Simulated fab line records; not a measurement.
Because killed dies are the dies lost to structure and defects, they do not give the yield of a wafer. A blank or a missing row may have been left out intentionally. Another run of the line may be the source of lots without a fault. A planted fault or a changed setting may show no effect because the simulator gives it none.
One fault seen from 2 desks || flow sky130 || what lay behind the numbers comes last; until then each desk has only its own

## AT THE TOOL OWNER'S DESK: implanter-04
The tool's own readings at SKY_LDD_N_IMPLANT_15, given as means over the sampled wafers that have a number, one for each lot that went through this tool. The brackets show how far a lot's mean lies from the usual mean; more than 4 standard deviations puts the lot out of limits, marked OUT.
Columns: A = beam_on_s at SKY_LDD_N_IMPLANT_15, usual 10.01 s
{"lot": "L701", "first seen here": "day 20 13:50", "A": 9.86}
{"lot": "L707", "first seen here": "day 23 23:08", "A": 9.80}
Finding of this desk: none of the 2 lots has anything out of limits.

## AT THE METROLOGY DESK
Means of the sampled wafers that have a number, per lot and without regard to the tool the lot ran on: this is what the gauges read. The brackets show how far a lot's mean lies from the usual mean; more than 4 standard deviations puts the lot out of limits, marked OUT.
Columns: A = LDD_N_OVL at SKY_LDD_N_OVL_MEAS_07, usual -0.6 nm; B = LDD_N_TW at SKY_LDD_N_TW_MEAS_17, usual 2578; C = cd_nm at SKY_LDD_P_CD_MEAS_07, usual 379.7 nm; D = LDD_P_OVL at SKY_LDD_P_OVL_MEAS_08, usual 0.8 nm; E = LDD_P_TW at SKY_LDD_P_TW_MEAS_11, usual 644; F = LDD_HVN_OVL at SKY_LDD_HVN_OVL_MEAS_07, usual 1.4 nm; G = LDD_HVN_TW at SKY_LDD_HVN_TW_MEAS_10, usual 1439
{"lot": "L697", "first seen here": "day 19 11:20", "A": 1.2, "B": 2557, "C": 378.4, "D": 1.1, "E": 656, "F": 1.0, "G": 1469}
{"lot": "L696", "first seen here": "day 19 11:55", "A": -1.3, "B": 2588, "C": 379.5, "D": 2.0, "E": 656, "F": 1.9, "G": 1468}
{"lot": "L701", "first seen here": "day 20 12:44", "A": 0.2, "B": 2573, "C": 381.9, "D": 1.0, "E": 637, "F": 1.4, "G": 1417}
{"lot": "L707", "first seen here": "day 23 22:00", "A": -2.0, "B": 2533, "C": 382.9, "D": 0.6, "E": 633, "F": 0.8, "G": 1441}
{"lot": "L714", "first seen here": "day 25 07:52", "A": -0.7, "B": 2617, "C": 379.4, "D": 2.5, "E": 652, "F": -0.4, "G": 1408}
Finding of this desk: none of the 5 lots has anything out of limits.

## TAKEN TOGETHER
The tool owner's desk saw nothing out of limits.
Metrology desk: nothing out of limits seen.

## WHAT WAS PUT IN BY THE SIMULATOR
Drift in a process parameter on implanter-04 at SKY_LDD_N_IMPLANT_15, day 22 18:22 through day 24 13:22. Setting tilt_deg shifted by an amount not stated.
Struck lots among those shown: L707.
